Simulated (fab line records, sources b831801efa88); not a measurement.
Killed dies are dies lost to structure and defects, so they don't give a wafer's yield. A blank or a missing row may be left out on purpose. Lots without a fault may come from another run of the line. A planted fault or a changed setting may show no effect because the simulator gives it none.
A struck lot beside a sound one | flow sky130 | 16 steps out of a route of 708
Sound: wafers L551.1, L551.2, L551.3. Struck: wafers L561.4, L561.6. (L561.5 of the same lot was not struck and is left out.) The cause comes at the end.
At each step with rows: each side's tool, then ch and its chambers, then its first start. Under that, the readings that differ: sound wafers | struck wafers | difference of the means | sigmas: that difference in standard deviations of wafers without a fault.
alike: readings whose means differ by less than 2 such deviations, and words and numbers that are the same on both sides. not compared: withheld readings, readings that some wafer has no value for, bounds like >300 that may hide the same value, and numbers for which the record gives no deviation and whose values overlap.
The two part at a step that has a row with sigmas, a row that says differs or no value, or rows on one side only. Numbers that don't overlap but have no deviation are shown without sigmas and don't part them. A reading that every wafer of one side lacks parts them only if that side has two wafers or more.

first, 8 steps without rows for these wafers: SKY_CONTACT_DEHYDRATE_06 (time 60 s); SKY_CONTACT_HMDS_07 (prime time 60 s); SKY_CONTACT_COAT_08 (resist thk 60 nm); SKY_CONTACT_COAT_09 (resist thk 450 nm); SKY_CONTACT_SOFTBAKE_10 (time 90 s); SKY_CONTACT_EXPOSE_11 (exposes mask CTM1, target cd 170 nm); SKY_CONTACT_PEB_12; SKY_CONTACT_DEVELOP_13 (develop time 60 s).
SKY_CONTACT_CD_MEAS_14: target cd 170 nm.
  sound on cd_sem-02, day 34 01:36; struck on cd_sem-02, day 36 16:34
  alike: cd_nm
SKY_CONTACT_OVL_MEAS_15:
  sound on overlay-02, day 34 01:43; struck on overlay-02, day 36 16:38
  reading          | sound      | struck | difference | sigmas
  CONTACT_OVL (nm) | -6 -12 -12 | 1 -2   | +10        | +2
SKY_CONTACT_ETCH_16: etches BARC in N2/H2, stops on SiO2, time 45.9 s, target depth 60 nm.
  sound on rie_diel-01 ch 0,1,3, day 34 01:45; struck on rie_diel-01 ch 2, day 36 16:39
  alike: bias_w, drypump_motor_current_A, oes_product_au, throttle_valve_pct
  not compared: rf_hours_counter_h
SKY_CONTACT_ETCH_17: etches SiO2 in C4F8/O2/Ar, stops on Si3N4, target depth 340 nm.
  sound on rie_diel-01 ch 0,1,3, day 34 01:48; struck on rie_diel-01 ch 2, day 36 16:42
  reading    | sound          | struck    | difference | sigmas
  bias_w (W) | 1203 1196 1199 | 1213 1205 | +10        | +3
  alike: oes_product_au
SKY_CONTACT_ETCH_18: etches Si3N4 in CHF3/O2, stops on TiN, time 39 s, target depth 75 nm.
  sound on rie_diel-01 ch 0,1,3, day 34 01:00; struck on rie_diel-01 ch 2, day 36 16:00
  reading                                                | sound             | struck      | difference | sigmas
  bias_w (W)                                             | 199.8 199.7 199.1 | 302.6 302.3 | +102.9     | +99 or more
  model.KrF-thick_of_CONTACT_COAT_09.thk_nm (nm)         | 243.8 242.8 241   | 227.1 228.2 | -14.9      |
  model.TiN_of_LOCAL_INTERCONNECT_SPUTTER_00.thk_nm (nm) | 99.96 100.4 100.6 | 97.77 98.16 | -2.35      |
  alike: drypump_motor_current_A, oes_product_au, throttle_valve_pct
  not compared: rf_hours_counter_h
SKY_CONTACT_STRIP_19: strips in O2/N2.
  sound on plasma_asher-02 ch 0,1, day 34 01:53; struck on plasma_asher-02 ch 0,1, day 36 16:49
  reading                      | sound          | struck    | difference | sigmas
  strip_time_to_endpoint_s (s) | 3.63 3.62 3.60 | 3.44 3.47 | -0.16      | -5
  alike: drypump_motor_current_A, oes_product_au
  not compared: rf_hours_counter_h
then, 2 steps without rows for these wafers: SKY_CONTACT_STRIP_20 (strips in post etch residue remover, time 1200 s); SKY_PAD_OPEN_PROBE_99.

WHERE THEY PART
First at SKY_CONTACT_OVL_MEAS_15; last, within this record, at SKY_CONTACT_STRIP_19.

WHY: what the simulator had put in
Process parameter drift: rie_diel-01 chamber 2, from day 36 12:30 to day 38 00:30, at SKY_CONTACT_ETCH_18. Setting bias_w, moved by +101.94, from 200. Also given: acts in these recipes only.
